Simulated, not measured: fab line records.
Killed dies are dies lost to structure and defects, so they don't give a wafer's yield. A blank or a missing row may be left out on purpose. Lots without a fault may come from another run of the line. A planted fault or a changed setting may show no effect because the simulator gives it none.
A lot that was struck, set against a sound lot / flow sky130 / 15 out of 708 route steps
Sound: these wafers, L744.4, L744.5, L744.6. Struck: wafers L759.1, L759.2, L759.3. Last of all comes the cause.
Each step with rows lists, per side, the tool, then ch with its chambers, then its first start. Under that, the readings that differ: sound wafers / struck wafers / difference of the means / sigmas: that difference in standard deviations of wafers without a fault.
alike: words and numbers the same on both sides, and readings whose means are apart by under 2 such deviations; not compared: readings that were withheld, readings missing a value for some wafer, numbers with overlapping values and no deviation given by the record, and bounds like >300 which may hide the same value.
A row with sigmas, a row that says differs or no value, or rows on one side alone: a step with any of these is where the two part. Non-overlapping numbers with no deviation appear without sigmas and do not part them. A reading missing from all wafers of one side parts the sides only when that side holds two or more wafers.

SKY_POLY_GATE_CD_MEAS_22:
  struck on cd-sem-01, day 22 04:43; sound on cd-sem-01, day 17 01:06
  alike: cd-nm
then, 7 steps without rows for these wafers: SKY_LDD_N_DEHYDRATE_00 (time 60 s); SKY_LDD_N_HMDS_01 (prime time 60 s); SKY_LDD_N_COAT_02 (resist thk 300 nm); SKY_LDD_N_SOFTBAKE_03 (time 60 s); SKY_LDD_N_EXPOSE_04 (exposes mask NTM, target cd 840 nm); SKY_LDD_N_PEB_05; SKY_LDD_N_DEVELOP_06 (develop time 60 s).
SKY_LDD_N_OVL_MEAS_07:
  struck on overlay-01, day 23 10:16; sound on overlay-01, day 18 05:28
reading=LDD_N_OVL (nm); sound=-1.0 -1.7 -3.1; struck=2.5 1.7 2.7; difference=+4.2; sigmas=+2
then, 3 steps without rows for these wafers: SKY_LDD_N_IMPLANT_08; SKY_LDD_N_IMPLANT_09; SKY_LDD_N_IMPLANT_10.
SKY_LDD_N_IMPLANT_11:
  sound on implanter-04 ch 0, day 18 06:01; struck on implanter-01 ch 0, day 23 10:46
reading=dose-ions-cm2; sound=7.499e+13 7.501e+13 7.503e+13; struck=6.327e+13 6.317e+13 6.323e+13; difference=-1.179e+13; sigmas=-99 or more
reading=faraday-current-uA; sound=423 425 423; struck=360 355 353; difference=-68; sigmas=-8
then, 1 step without rows for these wafers: SKY_LDD_N_IMPLANT_12.
-- the record jumps here: 26 days lie between the struck wafers' starts before and after (it left off in module LDD_N and takes up again in module PAD_OPEN, whose first step shown is number 708 of the route) --
SKY_PAD_OPEN_PROBE_99:
  struck on prober-01, day 49 13:55; sound on prober-02, day 46 03:20
reading=model.etest.tip-n.rs-ohm-sq; sound=441.4 444.8 443.6; struck=445.1 450.8 451.1; difference=+5.7; sigmas=
  alike: killed_at_M0_to_M3, killed_at_M4_up, killed-at-contacts, killed-at-front-end, killed-at-other, killed-dies, killed-open, killed-short

== WHERE THEY PART ==
Earliest at SKY_LDD_N_OVL_MEAS_07; latest, in this record, at SKY_LDD_N_IMPLANT_11. Later steps at which nothing parts them and some readings are alike: SKY_PAD_OPEN_PROBE_99.

WHY: what the simulator had put in
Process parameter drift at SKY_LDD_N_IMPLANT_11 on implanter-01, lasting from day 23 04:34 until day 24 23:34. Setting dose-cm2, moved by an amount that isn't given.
